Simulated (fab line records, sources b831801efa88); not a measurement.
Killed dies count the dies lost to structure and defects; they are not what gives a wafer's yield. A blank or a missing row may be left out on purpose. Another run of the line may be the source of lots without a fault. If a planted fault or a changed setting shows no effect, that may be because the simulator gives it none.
Struck lot and sound lot, side by side | flow sfq line | 42 out of 325 route steps
Sound: these wafers, L753.3, L753.4, L753.5. Struck: wafer L762.4; the same lot's L762.2 was not struck, so it is left out; see the end for the cause.
Order at every step that has rows: each side's tool, ch and its chambers, its first start. Under that, the readings that differ: sound wafers | struck wafers | difference of the means | sigmas: that difference in standard deviations of wafers without a fault.
alike: a reading whose means differ by less than 2 such deviations, as well as words and numbers matching on both sides. not compared: withheld readings; readings where some wafer has no value; bounds like >300 that might hide an equal value; numbers whose values overlap and for which the record gives no deviation.
Wherever a step has rows on one side only, a row that says differs or no value, or a row with sigmas, the two part there. Non-overlapping numbers with no deviation appear without sigmas and do not part them. A reading missing from all wafers of one side parts the sides only when that side holds two or more wafers.

first, 7 steps without rows for these wafers: SFQ_TRILAYER_I4_VIA_STRIP_STRIP_107 (strips in O2); SFQ_TRILAYER_I4_VIA_STRIP_SOLV_CLEAN_108 (cleans in NMP, time 600 s); SFQ_TRILAYER_JJ_TRILAYER_DEP_PRE_CLEAN_113 (time 22.5 s); SFQ_TRILAYER_JJ_TRILAYER_DEP_SPUTTER_109 (material Nb, target thk 150 nm, time 100 s); SFQ_TRILAYER_JJ_TRILAYER_DEP_SPUTTER_110 (material Al, target thk 8 nm, time 10 s); SFQ_TRILAYER_JJ_TRILAYER_DEP_AL_OXIDATION_111 (oxidation time 600 s); SFQ_TRILAYER_JJ_TRILAYER_DEP_SPUTTER_112 (material Nb, target thk 170 nm, time 113.3 s).
SFQ_JJ_RS_MEAS_929: the measuring method here is four-point-probe.
  sound on film metro-04 at day 56 15:20; struck on film metro-01 at day 63 00:30
  alike: JJ_NB_RS
then, 3 steps without rows for these wafers: SFQ_TRILAYER_JJ_CE_LITHO_COAT_119 (resist thk 62 nm); SFQ_TRILAYER_JJ_CE_LITHO_COAT_114 (resist thk 600 nm); SFQ_TRILAYER_JJ_CE_LITHO_SOFTBAKE_118.
SFQ_TRILAYER_JJ_CE_LITHO_EXPOSE_115: exposes mask J5, target cd 700 nm.
  sound on krf scanner-02 ch 0, day 61 10:42; struck on krf scanner-01 ch 0, day 63 09:00
  alike: mask, focus offset nm
then, 2 steps without rows for these wafers: SFQ_TRILAYER_JJ_CE_LITHO_PEB_117 (peb time 60 s); SFQ_TRILAYER_JJ_CE_LITHO_DEVELOP_116 (time 60 s).
SFQ_JJ_OVL_MEAS_931:
  sound on overlay-01 at day 61 11:49; struck on overlay-02 at day 63 10:18
  alike: J5_OVL
SFQ_TRILAYER_JJ_CE_METRO_MEASURE_117:
  sound on cd sem-02 at day 61 12:14; struck on cd sem-02 at day 63 10:32
  reading    | sound             | struck | difference | sigmas
  cd nm (nm) | 700.4 700.1 698.9 | 669.2  | -30.6      | -28
SFQ_TRILAYER_JJ_CE_BARC_OPEN_RIE_150: chemistry O2, target BARC, target depth 240 nm, time 80 s.
  sound on rie metal-04 ch 0,1, day 61 13:04; struck on rie metal-02 ch 0, day 63 11:32
  reading             | sound             | struck | difference | sigmas
  model.JJ.cd nm (nm) | 701.7 701.1 700.5 | 668.9  | -32.2      |
  alike: drypump motor current A, oes product au
  not compared: rf hours counter h
SFQ_TRILAYER_JJ_CE_ETCH_RIE_118: chemistry SF6, target Nb, stops on Al2O3, time 97.7 s, target depth 170 nm.
  sound on rie metal-04 ch 0,1, day 61 13:10; struck on rie metal-02 ch 0, day 63 11:37
  reading             | sound           | struck | difference | sigmas
  model.JJ.cd nm (nm) | 701 700.6 699.7 | 669.3  | -31.1      |
  alike: drypump motor current A, oes product au
  not compared: rf hours counter h
then, 9 steps without rows for these wafers: SFQ_TRILAYER_JJ_ANODIZE_ANODIZE_119; SFQ_TRILAYER_JJ_CE_STRIP_STRIP_120 (strips in O2); SFQ_TRILAYER_JJ_CE_STRIP_SOLV_CLEAN_121 (cleans in NMP, time 600 s); SFQ_TRILAYER_M5_LITHO_COAT_128 (resist thk 62 nm); SFQ_TRILAYER_M5_LITHO_COAT_123 (resist thk 600 nm); SFQ_TRILAYER_M5_LITHO_SOFTBAKE_127; SFQ_TRILAYER_M5_LITHO_EXPOSE_124 (exposes mask M5, target cd 700 nm); SFQ_TRILAYER_M5_LITHO_PEB_126 (peb time 60 s); SFQ_TRILAYER_M5_LITHO_DEVELOP_125 (time 60 s).
-- the record jumps here: 4 days lie between the struck wafers' starts before and after --
SFQ_M5_OVL_MEAS_932:
  sound on overlay-02 at day 66 06:55; struck on overlay-02 at day 67 20:20
  alike: M5_OVL
SFQ_TRILAYER_M5_BARC_OPEN_METAL_ETCH_161: etches BARC in O2, target depth 125 nm, time 41.7 s.
  sound on rie metal-01 ch 0,1, day 66 06:58; struck on rie metal-04 ch 1, day 67 20:22
  alike: drypump motor current A, oes product au
  not compared: rf hours counter h
then, 3 steps without rows for these wafers: SFQ_TRILAYER_M5_ETCH_METAL_ETCH_126 (etches Nb in Cl2/BCl3, stops on SiO2, time 203.2 s, target depth 265 nm); SFQ_TRILAYER_M5_STRIP_STRIP_127 (strips in O2); SFQ_TRILAYER_M5_STRIP_SOLV_CLEAN_128 (cleans in NMP, time 600 s).
SFQ_TRILAYER_A5B_DEP_PECVD_129: deposits SiO2 from SiH4/N2O, time 133.33 s, target thk 600 nm.
  sound on pecvd-02 ch 0,1, day 66 07:58; struck on pecvd-01 ch 1, day 67 21:23
  alike: heater power w, throttle valve pct
then, 2 steps without rows for these wafers: SFQ_TRILAYER_A5B_CMP_CMP_130 (polishes, stops on Nb, target thk 340.7 nm); SFQ_TRILAYER_A5B_METRO_MEASURE_131.
SFQ_TRILAYER_R5_DEP_SPUTTER_132: material Ti, target thk 5 nm, time 5 s.
  sound on pvd sputter-05 at day 66 14:46; struck on pvd sputter-06 at day 68 08:46
  alike: base pressure pa, throttle valve pct
SFQ_TRILAYER_R5_DEP_SPUTTER_133: material MoNx, target thk 40 nm, time 66.7 s.
  sound on pvd sputter-05 at day 66 14:47; struck on pvd sputter-06 at day 68 08:47
  alike: base pressure pa, throttle valve pct
SFQ_TRILAYER_R5_DEP_SPUTTER_134: material Ti, target thk 5 nm, time 5 s.
  sound on pvd sputter-05 at day 66 14:50; struck on pvd sputter-06 at day 68 08:50
  alike: base pressure pa, throttle valve pct
SFQ_R5_RS_MEAS_933: the measuring method here is four-point-probe.
  sound on film metro-01 at day 66 14:53; struck on film metro-02 at day 68 08:52
  alike: R5_MONX_RS
SFQ_R5_THK_MEAS_934: measures by xrf.
  sound on film metro-01 at day 66 14:59; struck on film metro-02 at day 68 08:59
  alike: R5_MONX_THK
then, 1 step without rows for these wafers: SFQ_TRILAYER_R5_LITHO_COAT_141 (resist thk 62 nm).
-- the record jumps here: 14 days lie between the struck wafers' starts before and after --
SFQ_M8_BOW_MEAS_951:
  sound on film metro-04 at day 80 19:44; struck on film metro-04 at day 82 00:12
  reading                | sound         | struck | difference | sigmas
  model.etest.jj.g times | 1.002 1 0.998 | 0.9133 | -0.0867    |
  alike: M8_BOW

## WHERE THEY PART
Within this record, at SFQ_TRILAYER_JJ_CE_METRO_MEASURE_117 only. Later steps at which nothing parts them and some readings are alike: SFQ_TRILAYER_JJ_CE_BARC_OPEN_RIE_150, SFQ_TRILAYER_JJ_CE_ETCH_RIE_118, SFQ_M5_OVL_MEAS_932, SFQ_TRILAYER_M5_BARC_OPEN_METAL_ETCH_161, SFQ_TRILAYER_A5B_DEP_PECVD_129, SFQ_TRILAYER_R5_DEP_SPUTTER_132, SFQ_TRILAYER_R5_DEP_SPUTTER_133, SFQ_TRILAYER_R5_DEP_SPUTTER_134, SFQ_R5_RS_MEAS_933, SFQ_R5_THK_MEAS_934, SFQ_M8_BOW_MEAS_951.

WHY: what the simulator had put in
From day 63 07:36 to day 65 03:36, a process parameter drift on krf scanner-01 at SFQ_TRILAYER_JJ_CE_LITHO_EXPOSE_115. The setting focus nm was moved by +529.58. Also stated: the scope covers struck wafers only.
